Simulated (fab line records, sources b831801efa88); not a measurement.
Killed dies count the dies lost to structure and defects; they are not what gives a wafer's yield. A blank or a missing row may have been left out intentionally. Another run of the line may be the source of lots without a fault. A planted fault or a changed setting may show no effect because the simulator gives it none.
Matching of chambers ; flow sfqLine ; 4 sister chambers for SFQ_TRILAYER_C5_ETCH_VIA_ETCH_154 on rieDiel-01
The step etches SiO2 in CHF3, stops on Nb, target depth 84 nm. 4 wafers are shown with their chamber, then 7 later ones without.

WAFERS WITH THEIR CHAMBER
wafer;chamber;drypumpMotorCurrentA (A)
L410.4;0;5.4
L416.5;3;5.7
L416.6;1;5.2
L421.1;2;4.8

WAFERS WITH NO CHAMBER GIVEN
wafer;drypumpMotorCurrentA (A)
L421.5;5.7
L425.1;5.4
L425.2;5.2
L425.6;5.4
L427.2;5.4
L427.3;5.6
L427.5;5.6

CHAMBER TAKEN BY EACH
wafer;from the rows above;in truth
L421.5;3;3
L425.1;0;0
L425.2;1;1
L425.6;0;0
L427.2;0;0
L427.3;can't be placed: 3 or 0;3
L427.5;can't be placed: 3 or 0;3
Correct placement for 5 of the 7. From these rows, 2 cannot be placed; in 2 the true chamber is one of the candidates. Number placed wrongly: 0.
How it was worked out, from the rows above alone: a wafer's distance from a chamber is the root of the sum, over the readings, of the square of ((its reading less the chamber's mean) divided by the reading's scatter). The wafer belongs to the nearest chamber; if the next one is less than 2 further off, it can't be placed. A chamber's mean is the mean of its shown wafers. The scatter: with one shown wafer a chamber, the root of the mean of the squares of how far each hidden wafer lies from its nearest shown one.
